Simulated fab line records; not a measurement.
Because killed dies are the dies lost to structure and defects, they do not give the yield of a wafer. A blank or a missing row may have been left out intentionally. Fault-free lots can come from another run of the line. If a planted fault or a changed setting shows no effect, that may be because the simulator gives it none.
Which of the tools did it? -- flow sky130 -- Sampling: 14 lots, 42 wafers, 2 of 708 route steps

WHAT THE GAUGES READ, wafer by wafer
SKY_CAP2M_THK_MEAS_01.
lot,measured,on,CAP2M_CVD_00_THK (nm)
L552,day 41 11:35,filmMetro-02,15.21 15.50 15.23
L551,day 41 12:31,filmMetro-04,14.91 15.33 15.26
L555,day 41 12:54,filmMetro-02,15.47 15.16 15.61
L556,day 41 13:08,filmMetro-02,15.17 15.21 15.34
L554,day 41 13:18,filmMetro-04,15.43 15.68 15.62
L558,day 41 13:57,filmMetro-02,15.21 15.02 15.62
L560,day 42 09:04,filmMetro-02,15.47 15.94 15.83
L559,day 42 10:52,filmMetro-02,15.20 15.57 15.53
L562,day 43 11:55,filmMetro-02,15.36 15.64 15.58
L569,day 44 12:56,filmMetro-03,15.94 15.84 16.05
L570,day 45 08:18,filmMetro-04,15.35 15.43 15.74
L572,day 45 15:32,filmMetro-04,15.05 15.71 15.54
L573,day 45 16:11,filmMetro-04,15.50 15.44 15.88
L574,day 45 18:40,filmMetro-02,15.25 15.54 15.58

WHAT TOOL EACH LOT RAN ON (gives the tool, then ch and the chambers of the sampled wafers, and finally the start)
lot,SKY_VIA3_STRIP_16
L552,"plasmaAsher-03 ch 0,1, day 41 10:08"
L551,"plasmaAsher-02 ch 0,1, day 41 11:05"
L555,"plasmaAsher-01 ch 0,1, day 41 11:26"
L556,"plasmaAsher-03 ch 0,1, day 41 11:41"
L554,"plasmaAsher-02 ch 0,1, day 41 11:49"
L558,"plasmaAsher-03 ch 0,1, day 41 12:31"
L560,"plasmaAsher-03 ch 0, day 42 07:38"
L559,"plasmaAsher-02 ch 0,1, day 42 09:23"
L562,"plasmaAsher-01 ch 0,1, day 43 10:23"
L569,"plasmaAsher-01 ch 0,1, day 44 11:23"
L570,"plasmaAsher-03 ch 0,1, day 45 06:38"
L572,"plasmaAsher-02 ch 0,1, day 45 14:04"
L573,"plasmaAsher-02 ch 0,1, day 45 14:46"
L574,"plasmaAsher-01 ch 0,1, day 45 17:14"
- SKY_VIA3_STRIP_16: strips in O2/N2.

WHAT THE TOOLS THEMSELVES READ (means of the sampled wafers that have a number; where no wafer has one, the mark that the record gives instead)
SKY_VIA3_STRIP_16.
lot,tool,drypumpMotorCurrentA (A),oesProductAu (a.u.),stripTimeToEndpointS (s)
L552,plasmaAsher-03,5.8,0.401,4.145
L551,plasmaAsher-02,5.6,0.406,4.134
L555,plasmaAsher-01,5.8,0.403,4.133
L556,plasmaAsher-03,5.6,0.408,4.142
L554,plasmaAsher-02,5.6,0.405,4.150
L558,plasmaAsher-03,5.5,0.401,4.131
L560,plasmaAsher-03,6.0,0.404,4.147
L559,plasmaAsher-02,5.9,0.401,4.131
L562,plasmaAsher-01,5.8,0.399,4.140
L569,plasmaAsher-01,5.8,0.397,4.123
L570,plasmaAsher-03,5.6,0.401,4.154
L572,plasmaAsher-02,5.6,0.402,4.161
L573,plasmaAsher-02,5.9,0.405,4.141
L574,plasmaAsher-01,5.8,0.403,4.154

THE ANSWER, worked out from the rows above alone
Rule: the lots themselves supply what counts as usual. The widest of any qualifying gaps counts: lots, ordered by their means at a reading, are off when they make up no more than a third of the lots, leave a main group of 4 or more, and stand apart from it by 3 or more times the standard deviation of that group's means. If all means in a main group match to the digits the tables above print for the reading, that group is not used. Also off: a lot with no number at a reading for which 4 or more lots have one. Where the step has rows for the other lots, those lots are counted as sound. After the gauges, taken in route order, come the tools' own readings; for these a lot's mean is taken, as printed above. The first step at which some lot is off is used, and at that step the reading that is off furthest; a lot without a number counts as furthest.
No lot is off at any reading shown: from this, nothing can be told.

WHAT THE SIMULATOR HAD PUT IN
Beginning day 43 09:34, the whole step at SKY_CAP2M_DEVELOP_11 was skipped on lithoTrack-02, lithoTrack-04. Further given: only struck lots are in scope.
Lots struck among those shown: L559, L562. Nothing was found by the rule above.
